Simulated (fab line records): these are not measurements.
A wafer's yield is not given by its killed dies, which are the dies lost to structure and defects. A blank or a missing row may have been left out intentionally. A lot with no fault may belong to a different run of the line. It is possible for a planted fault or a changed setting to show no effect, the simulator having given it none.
Which tool did it? -- flow sky130 -- 10 lots with 30 wafers sampled at 5 steps, on a route of 708 steps

## WHAT THE GAUGES READ, wafer by wafer
SKY_CAP2M_THK_MEAS_01. Usual: CAP2M_CVD_00_THK typically reads 15.54 nm, with standard deviation 0.22.
lot,measured,on,CAP2M_CVD_00_THK (nm),flag
L330,day 39 12:53,film metro-03,15.55 15.85 15.87,
L331,day 39 22:56,film metro-04,15.30 15.58 15.69,
L336,day 41 17:01,film metro-03,15.60 15.54 15.53,
L337,day 41 19:23,film metro-03,15.49 15.70 15.67,
L338,day 42 21:19,film metro-04,15.33 15.67 15.50,
L339,day 42 23:37,film metro-04,15.59 15.51 15.55,
L347,day 44 15:52,film metro-03,15.35 15.49 15.78,
L349,day 45 04:17,film metro-02,15.20 15.12 15.72,
L351,day 45 15:04,film metro-04,15.43 15.29 15.67,
L352,day 45 21:23,film metro-04,15.29 15.26 15.37,

SKY_CAP2M_RS_MEAS_03: a four-point-probe measurement. Usual: CAP2M_TIN_RS typically reads 6.75 ohm/sq, with standard deviation 0.066.
lot,measured,on,CAP2M_TIN_RS (ohm/sq),flag
L330,day 39 13:02,film metro-04,6.76 6.77 6.80,
L331,day 39 23:07,film metro-02,6.77 6.83 6.81,
L336,day 41 17:11,film metro-02,6.87 6.92 6.86,
L337,day 41 19:33,film metro-03,6.77 6.76 6.74,
L338,day 42 21:29,film metro-03,6.72 6.74 6.69,
L339,day 42 23:47,film metro-02,6.79 6.84 6.87,
L347,day 44 16:02,film metro-02,6.71 6.28 6.65,OFF
L349,day 45 04:28,film metro-03,6.73 6.72 6.70,
L351,day 45 15:14,film metro-04,6.67 6.73 6.71,
L352,day 45 21:34,film metro-02,6.74 6.74 6.81,

SKY_CAP2M_THK_MEAS_04: measures by xrf. Usual: CAP2M_TIN_THK typically reads 199.8 nm, with standard deviation 2.
lot,measured,on,CAP2M_TIN_THK (nm),flag
L330,day 39 13:10,film metro-04,199.5 199.1 198.6,
L331,day 39 23:13,film metro-02,198.4 196.1 195.9,
L336,day 41 17:18,film metro-02,196.6 195.1 196.6,
L337,day 41 19:40,film metro-03,199.1 200.0 198.9,
L338,day 42 21:36,film metro-03,201.3 201.0 201.7,
L339,day 42 23:55,film metro-02,197.4 196.5 196.2,
L347,day 44 16:09,film metro-02,199.1 213.4 201.3,
L349,day 45 04:35,film metro-03,200.9 201.2 202.1,
L351,day 45 15:22,film metro-04,203.6 201.3 201.8,
L352,day 45 21:41,film metro-02,200.1 200.2 197.8,

SKY_CAP2M_OVL_MEAS_12. Usual: CAP2M_OVL typically reads -0.8 nm, with standard deviation 1.5.
lot,measured,on,CAP2M_OVL (nm),flag
L330,day 40 13:31,overlay-01,-2.7 0.6 0.3,
L331,day 40 22:15,overlay-02,-1.4 -1.2 0.2,
L336,day 42 16:32,overlay-01,2.7 1.1 2.3,
L337,day 42 19:07,overlay-01,-2.8 -0.6 -2.1,
L338,day 43 20:29,overlay-02,-1.6 -0.1 0.7,
L339,day 43 22:13,overlay-01,-1.5 -0.1 -0.1,
L347,day 45 11:52,overlay-02,0.1 0.7 1.3,
L349,day 46 01:04,overlay-01,-0.5 -0.7 -0.4,
L351,day 46 09:01,overlay-02,-0.5 0.8 2.1,
L352,day 46 17:43,overlay-01,0.2 0.5 1.7,

## WHICH TOOL RAN EACH LOT (tool, then ch and the chambers of the sampled wafers, then the start)
lot,SKY_CAP2M_SPUTTER_02
L330,"pvd sputter-03, day 39 12:56"
L331,"pvd sputter-01, day 39 22:58"
L336,"pvd sputter-04, day 41 17:04"
L337,"pvd sputter-01, day 41 19:26"
L338,"pvd sputter-03, day 42 21:22"
L339,"pvd sputter-01, day 42 23:41"
L347,"pvd sputter-01, day 44 15:55"
L349,"pvd sputter-03, day 45 04:20"
L351,"pvd sputter-03, day 45 15:08"
L352,"pvd sputter-03, day 45 21:26"
- SKY_CAP2M_SPUTTER_02: material TiN, target thk 200 nm, time 166.7 s.

## AS READ BY THE TOOLS THEMSELVES (means over the sampled wafers that have a number; for cases with no such wafer, the mark the record gives instead)
SKY_CAP2M_SPUTTER_02. Usual: cathode dc power W 6652.1 W, standard deviation 1.2; throttle valve pct 30.1 %, standard deviation 1.
lot,tool,cathode dc power W (W),throttle valve pct (%),flag
L330,pvd sputter-03,6652.1,30.7,
L331,pvd sputter-01,6652.0,29.7,
L336,pvd sputter-04,6652.0,28.5,
L337,pvd sputter-01,6651.0,29.8,
L338,pvd sputter-03,6650.9,30.7,
L339,pvd sputter-01,6652.0,30.2,
L347,pvd sputter-01,6653.8,29.6,
L349,pvd sputter-03,6653.1,29.9,
L351,pvd sputter-03,6653.1,30.6,
L352,pvd sputter-03,6652.4,30.2,

## THE ANSWER, worked out from the rows above alone
Rule: take the mean of a lot's wafers that have a number; if it is more than 3 standard deviations from the usual mean, the lot is off. A lot without any number at a reading at which 4 lots or more have one is off too. Any other lot the step has rows for is counted as sound. Order of review: gauges by route order, followed by the tools' own readings, for which a lot's mean as printed above is used. The first step at which some lot is off is used, and at that step the reading that is off furthest; a lot without a number counts as furthest.
Off: at SKY_CAP2M_RS_MEAS_03 (CAP2M_TIN_RS), L347.
A tool fits if, at a process step before that reading, it ran every lot that is off, and no sound lot after the first of them. Gauges at SKY_CAP2M_RS_MEAS_03: tried the same way as those tools. One fits: pvd sputter-01 at SKY_CAP2M_SPUTTER_02. Its last sound lot is L339 (day 42 23:41), its first lot that is off L347 (day 44 15:55): a fault that began between those two fits.

## WHAT THE SIMULATOR PUT IN
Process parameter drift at SKY_CAP2M_SPUTTER_02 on pvd sputter-01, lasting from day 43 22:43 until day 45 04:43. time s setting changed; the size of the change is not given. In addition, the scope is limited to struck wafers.
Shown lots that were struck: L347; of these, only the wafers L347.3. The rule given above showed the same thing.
